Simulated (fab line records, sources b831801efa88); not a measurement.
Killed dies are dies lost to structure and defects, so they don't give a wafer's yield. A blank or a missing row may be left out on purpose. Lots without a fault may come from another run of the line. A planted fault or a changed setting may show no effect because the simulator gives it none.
Chamber matching | flow gf180mcu | GF_V5_ETCH_16 on rie_diel-01: 4 sister chambers
The step etches BARC in N2/H2. 8 wafers are shown with their chamber, then 7 later ones without.

WAFERS WITH THEIR CHAMBER
wafer  | chamber | drypump_motor_current_A (A) | throttle_valve_pct (%)
L753.5 | 3       | 5.4                         | 13.239
L755.3 | 2       | 5.6                         | 13.221
L755.6 | 2       | 5.6                         | 13.222
L756.2 | 1       | 5.7                         | 13.243
L756.5 | 0       | 6.0                         | 13.213
L756.6 | 3       | 5.4                         | 13.221
L758.1 | 1       | 5.7                         | 13.210
L758.3 | 0       | 5.9                         | 13.215

WAFERS WITHOUT THEIR CHAMBER
wafer  | drypump_motor_current_A (A) | throttle_valve_pct (%)
L758.6 | 5.7                         | 13.217
L759.2 | 5.9                         | 13.239
L759.3 | 5.7                         | 13.236
L759.6 | 5.4                         | 13.212
L764.4 | 5.5                         | 13.203
L764.5 | 5.4                         | 13.225
L764.6 | 5.6                         | 13.225

WHICH CHAMBER EACH WENT THROUGH
wafer  | from the rows above     | in truth
L758.6 | 1                       | 1
L759.2 | 0                       | 0
L759.3 | 1                       | 1
L759.6 | 3                       | 3
L764.4 | can't be placed: 2 or 3 | 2
L764.5 | 3                       | 3
L764.6 | 2                       | 2
Placed correctly: 6 of 7. Can't be placed from these rows: 1 (the true chamber is among the candidates in 1). Placed wrongly: 0.
How it was worked out, from the rows above alone: a wafer's distance from a chamber is the root of the sum, over the readings, of the square of ((its reading less the chamber's mean) divided by the reading's scatter). The wafer belongs to the nearest chamber; if the next one is less than 2 further off, it can't be placed. A chamber's mean is the mean of its shown wafers. The scatter: the root of (the sum of the squares of (reading less its chamber's mean) over the shown wafers, divided by (wafers less chambers)).
